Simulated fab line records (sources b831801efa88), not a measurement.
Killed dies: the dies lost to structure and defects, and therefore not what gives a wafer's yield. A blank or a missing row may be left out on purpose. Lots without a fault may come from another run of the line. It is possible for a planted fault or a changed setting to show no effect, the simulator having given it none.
Matching of chambers + flow gf180mcu + rie-diel-04 running GF_V5_ETCH_17: 4 sister chambers
The step etches SiO2 in C4F8/O2/Ar, stops on TiN, target depth 855 nm. 18 wafers are shown with their chamber, then 9 later ones without.

== WAFERS WITH THEIR CHAMBER ==
| wafer  | chamber | oes-product-au (a.u.) |
|--------|---------|-----------------------|
| L644.1 | 2       | 0.855                 |
| L644.5 | 2       | 0.859                 |
| L644.6 | 1       | 0.856                 |
| L647.3 | 0       | 0.861                 |
| L647.5 | 0       | 0.858                 |
| L647.6 | 1       | 0.864                 |
| L650.2 | 0       | 0.858                 |
| L650.4 | 3       | 0.859                 |
| L650.6 | 0       | 0.860                 |
| L651.1 | 2       | 0.859                 |
| L651.5 | 3       | 0.857                 |
| L651.6 | 0       | 0.864                 |
| L652.1 | 0       | 0.863                 |
| L652.3 | 1       | 0.855                 |
| L652.5 | 3       | 0.857                 |
| L653.1 | 3       | 0.866                 |
| L653.3 | 2       | 0.863                 |
| L653.6 | 3       | 0.864                 |

SIGNATURES, as means of the wafers listed above
| reading        | chamber 0 | chamber 1 | chamber 2 | chamber 3 | scatter within a chamber |
|----------------|-----------|-----------|-----------|-----------|--------------------------|
| oes-product-au | 0.86067   | 0.85833   | 0.85900   | 0.86060   | 0.0036                   |
Rule: for a wafer and a chamber, the distance is found by dividing, reading by reading, the gap between the wafer's reading and the chamber's mean by the reading's scatter, squaring, summing and taking the root. The wafer belongs to the nearest chamber; if the next one is less than 2 further off, it can't be placed. How the scatter is found: for the shown wafers, subtract from each reading the mean of its chamber, square and add these, divide the total by (wafers less chambers), then take the root.

== WAFERS WITHOUT THEIR CHAMBER ==
| wafer  | oes-product-au (a.u.) |
|--------|-----------------------|
| L655.2 | 0.868                 |
| L655.3 | 0.852                 |
| L655.5 | 0.865                 |
| L656.3 | 0.865                 |
| L656.5 | 0.851                 |
| L656.6 | 0.858                 |
| L666.1 | 0.866                 |
| L666.3 | 0.858                 |
| L666.6 | 0.861                 |

== THE CHAMBER EACH PASSED THROUGH ==
| wafer  | from the rows above               | in truth |
|--------|-----------------------------------|----------|
| L655.2 | can't be placed: 0 or 3 or 2 or 1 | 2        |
| L655.3 | can't be placed: 1 or 2 or 3 or 0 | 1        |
| L655.5 | can't be placed: 0 or 3 or 2 or 1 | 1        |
| L656.3 | can't be placed: 0 or 3 or 2 or 1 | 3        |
| L656.5 | can't be placed: 1 or 2 or 3 or 0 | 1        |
| L656.6 | can't be placed: 1 or 2 or 3 or 0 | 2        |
| L666.1 | can't be placed: 0 or 3 or 2 or 1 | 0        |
| L666.3 | can't be placed: 1 or 2 or 3 or 0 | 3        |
| L666.6 | can't be placed: 0 or 3 or 2 or 1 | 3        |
Placed correctly: 0 of 9. From these rows, 9 cannot be placed; in 9 the true chamber is one of the candidates. Wrongly placed: 0.
